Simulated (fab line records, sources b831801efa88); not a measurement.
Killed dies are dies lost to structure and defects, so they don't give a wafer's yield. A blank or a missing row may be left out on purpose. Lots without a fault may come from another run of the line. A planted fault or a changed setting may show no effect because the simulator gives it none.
One fault seen from 2 desks | flow gf180mcu | each desk has only its own numbers; what lay behind them comes last

THE TOOL OWNER'S DESK: cvd_w-01
The tool's own readings at GF_V3_CVD_23 (deposits W, target thk 350 nm, time 104.9 s): means of the sampled wafers that have a number, for each lot that ran on this tool. A lot is out of limits, marked OUT, if its mean lies more than 4 standard deviations from the usual mean; the brackets give that distance.
Columns: A = heater_power_w at GF_V3_CVD_23, usual 892 W
lot  | first seen here | A
L189 | day 23 20:18    | 803
L192 | day 24 20:09    | 773
L203 | day 28 08:18    | 811
L204 | day 28 14:37    | 788
L207 | day 29 15:47    | 752
L208 | day 29 19:44    | 837
L209 | day 30 01:44    | 755
This desk's finding: nothing out of limits on any of the 7 lots.

THE METROLOGY DESK
What the gauges read, lot by lot, whatever tool the lot ran on: means of the sampled wafers that have a number. A lot is out of limits, marked OUT, if its mean lies more than 4 standard deviations from the usual mean; the brackets give that distance.
Columns: A = V3_W_RS at GF_V3_RS_MEAS_24, usual 0.331 ohm/sq; B = V3_W_THK at GF_V3_THK_MEAS_25, usual 367 nm
lot  | first seen here | A               | B
L187 | day 23 06:00    | 0.330           | 366
L188 | day 23 13:58    | 0.330           | 364
L189 | day 23 20:25    | 0.331           | 367
L190 | day 24 05:04    | 0.326           | 376
L192 | day 24 20:17    | 0.379 (+15) OUT | 328 (-9.3) OUT
L194 | day 25 15:57    | 0.334           | 362
L203 | day 28 08:25    | 0.331           | 363
L204 | day 28 14:43    | 0.330           | 373
L207 | day 29 15:54    | 0.333           | 365
L208 | day 29 19:53    | 0.336           | 363
L209 | day 30 01:52    | 0.330           | 368
This desk's finding: out of limits on L192; first on L192, day 24 20:17 (V3_W_RS at GF_V3_RS_MEAS_24). In limits: L187, L188, L189, L190, L194, L203, L204, L207, L208, L209.

PUT TOGETHER
The metrology desk could have raised an alarm at day 24 20:17, on L192.
The tool owner's desk saw nothing out of limits.
The tool owner's desk has L192 on record, within its limits.
Of the lots named, all ran GF_V3_CVD_23 on cvd_w-01.

WHAT THE SIMULATOR HAD PUT IN
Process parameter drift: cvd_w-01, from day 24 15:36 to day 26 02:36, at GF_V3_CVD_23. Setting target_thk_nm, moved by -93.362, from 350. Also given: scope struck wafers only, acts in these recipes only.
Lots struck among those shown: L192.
Hours from the fault's start to each desk's first reading out of limits: the metrology desk, 5.
